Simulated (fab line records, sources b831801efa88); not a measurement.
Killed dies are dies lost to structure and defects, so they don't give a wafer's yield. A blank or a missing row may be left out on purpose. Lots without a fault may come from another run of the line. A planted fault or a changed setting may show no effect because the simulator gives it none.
Problem report in the 8D (eight disciplines) form, filled by code | flow gf180mcu | the parts of the form that need people (team, actions taken, sign-off) are left out

1. THE PROBLEM
PASSIVATION_CVD_00_THK at GF_PASSIVATION_THK_MEAS_01 reads a mean of 1090 nm on 3 wafers of 2 lots; wafers without a fault read 1004 nm with a standard deviation of 13. That is +6.6 standard deviations from the usual mean.
First seen on wafer L282.5, day 32 03:55, on film_metro-04. The record holds 35 wafers of 12 lots with a number at this step. Rule for "out", or "out of limits": more than 4 standard deviations from the usual mean. The other wafers with a number count as sound.

2. WHAT IT IS AND WHAT IT IS NOT
question                    | is                           | is not
which readings at this step | PASSIVATION_CVD_00_THK       | -
which lots                  | L282, L285                   | L270, L272, L275, L276, L277, L278, L279, L280, L290, L292
which wafers of those lots  | L282.5, L282.6, L285.5       | L282.3, L285.2
read on which gauges        | film_metro-02, film_metro-04 | film_metro-01
when                        | from day 32 03:55            | up to then (25 sound wafers); but 7 sound wafers of L285, L290, L292 came after

3. SUSPECTS, AND WHAT RULES EACH OUT
Counting: a tool at a process step up to the reading stays a suspect if it ran every lot that is out. Sound lots after the first of them don't rule it out here, since some wafers of a struck lot are sound.
- the gauge at GF_PASSIVATION_THK_MEAS_01: ruled out. The wafers that are out were read on 2 gauges (film_metro-02, film_metro-04).
- rie_metal-01 at GF_MIM_METAL_ETCH_19 (etches the open film in Cl2/BCl3, stops on Si3N4, target depth 324.5 nm, time 54.1 s): kept. It ran every lot that is out, first L282 (day 29 18:19); its last sound lot up to then is L277 (day 28 00:26).
- pecvd-03 at GF_PASSIVATION_CVD_00 (deposits SiO2 from TEOS, target thk 1000 nm, time 111.95 s): kept. It ran every lot that is out, first L282 (day 32 03:50); its last sound lot up to then is L280 (day 31 10:20). Its own readings are out on those wafers: run_length_s.
- Within pecvd-03 at GF_PASSIVATION_CVD_00: the wafers that are out ran in chambers 1, 2; their sound lot-mates ran in chamber 0.
Left after counting: rie_metal-01 at GF_MIM_METAL_ETCH_19, pecvd-03 at GF_PASSIVATION_CVD_00.

4. THE CAUSE (what the simulator had put in)
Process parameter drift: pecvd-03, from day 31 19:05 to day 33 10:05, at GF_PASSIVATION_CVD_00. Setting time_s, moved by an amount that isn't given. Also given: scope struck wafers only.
Counting left 2 suspects, and this tool is among them.

5. THE CHAIN OF EFFECTS, in route order
Each row: a reading whose mean over the struck wafers that have a number lies more than 3 standard deviations from the usual. Only readings for which the record gives a usual standard deviation are gone through. hours: the time from each lot's start at the first step in this table that gives one to its start at this step, as a median over the lots. sigmas: the change in usual standard deviations.
hours | step                       | reading                | usual   | on struck wafers | change | sigmas
0     | GF_PASSIVATION_CVD_00      | run_length_s           | 139.6 s | 148.6            | +9.0   | +17
0     | GF_PASSIVATION_THK_MEAS_01 | PASSIVATION_CVD_00_THK | 1004 nm | 1090             | +86    | +6.6
The process steps in it:
- GF_PASSIVATION_CVD_00: deposits SiO2 from TEOS, target thk 1000 nm, time 111.95 s.

6. WHAT WOULD HAVE CAUGHT IT SOONER
In this record the first reading out of limits at a measuring or inspecting step was taken at day 32 03:55, 9 hours after the fault began at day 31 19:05.
The tool's own readings at GF_PASSIVATION_CVD_00 were out on every struck wafer that the step has a row for (run_length_s): an alarm limit on them would have fired on the first of those.
Of the lots that are out (2), L285 began GF_PASSIVATION_CVD_00 on pecvd-03 after day 32 03:55. A hold on the tool at that time would have spared it.
